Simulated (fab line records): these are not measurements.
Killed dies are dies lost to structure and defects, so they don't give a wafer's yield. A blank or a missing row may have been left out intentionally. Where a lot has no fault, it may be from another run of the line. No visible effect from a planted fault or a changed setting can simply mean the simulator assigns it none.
Comparing a struck lot with a sound one	flow gf180mcu	19 out of 602 route steps
Sound: these wafers, L987.1, L987.2, L987.5. The struck wafers were L993.3, L993.4, L993.6. The cause is given at the end.
Each step with rows lists, per side, the tool, then ch with its chambers, then its first start. Under that, the readings that differ: sound wafers	struck wafers	difference of the means	sigmas: that difference in standard deviations of wafers without a fault.
alike: readings whose means differ by less than 2 such deviations, and words and numbers that are the same on both sides. not compared: withheld readings, readings that some wafer has no value for, bounds like >300 that may hide the same value, and numbers for which the record gives no deviation and whose values overlap.
Wherever a step has rows on one side only, a row that says differs or no value, or a row with sigmas, the two part there. Numbers that don't overlap but have no deviation are shown without sigmas and don't part them. A reading missing from all wafers of one side parts the sides only when that side holds two or more wafers.

first, 4 steps without rows for these wafers: GF_NSD_SOFTBAKE_03 (time 60 s); GF_NSD_EXPOSE_04 (exposes mask Nplus, target cd 400 nm); GF_NSD_PEB_05; GF_NSD_DEVELOP_06 (develop time 60 s).
GF_NSD_CD_MEAS_07 targets a cd of 400 nm.
  struck on cd-sem-01, day 15 14:47; sound on cd-sem-01, day 13 09:23
reading	sound	struck	difference	sigmas
cd-nm (nm)	403.7 406.2 403.9	401.3 399.2 399.0	-4.8	-2
GF_NSD_OVL_MEAS_08:
  struck on overlay-02, day 15 14:53; sound on overlay-01, day 13 09:31
  alike: NSD_OVL
then, 2 steps without rows for these wafers: GF_NSD_IMPLANT_09; GF_NSD_IMPLANT_10.
GF_NSD_STRIP_11: strips in O2/N2.
  sound on plasma-asher-01 ch 0,1, day 13 09:50; struck on plasma-asher-04 ch 0,1, day 15 15:14
reading	sound	struck	difference	sigmas
oes-product-au (a.u.)	0.487 0.485 0.476	0.497 0.502 0.490	+0.014	+3
  alike: drypump-motor-current-A, heater-power-w, platen-temp-c, strip-time-to-endpoint-s
  not compared: rf-hours-counter-h
GF_NSD_TW_MEAS_12:
  struck on film-metro-04, day 15 15:20; sound on film-metro-01, day 13 09:56
  alike: NSD_TW
then, 2 steps without rows for these wafers: GF_PSD_DEHYDRATE_00 (time 60 s); GF_PSD_HMDS_01 (prime time 60 s).
GF_PSD_COAT_02: resist thk 1000 nm.
  sound on litho-track-01 ch 0, day 13 19:08; struck on litho-track-01, day 16 01:44
  no value came back on the struck wafers for chill-plate-temp-C (C), dispense-pressure-kPa (kPa), resist-line-temp-C (C); on the sound wafers chill-plate-temp-C (C) reads 22.85 22.93 23.04
then, 4 steps without rows for these wafers: GF_PSD_SOFTBAKE_03 (time 60 s); GF_PSD_EXPOSE_04 (exposes mask Pplus, target cd 400 nm); GF_PSD_PEB_05; GF_PSD_DEVELOP_06 (develop time 60 s).
GF_PSD_CD_MEAS_07 targets a cd of 400 nm.
  struck on cd-sem-01, day 16 12:53; sound on cd-sem-01, day 14 05:35
reading	sound	struck	difference	sigmas
cd-nm (nm)	400.0 399.7 400.0	- - -	no value on the struck wafers	
GF_PSD_OVL_MEAS_08:
  struck on overlay-01, day 16 12:58; sound on overlay-01, day 14 05:42
reading	sound	struck	difference	sigmas
PSD_OVL (nm)	1.2 1.6 2.0	- - -	no value on the struck wafers	

WHERE THEY PART
At GF_NSD_CD_MEAS_07 first; at GF_PSD_OVL_MEAS_08 last (within this record only).

WHY: the cause the simulator had injected
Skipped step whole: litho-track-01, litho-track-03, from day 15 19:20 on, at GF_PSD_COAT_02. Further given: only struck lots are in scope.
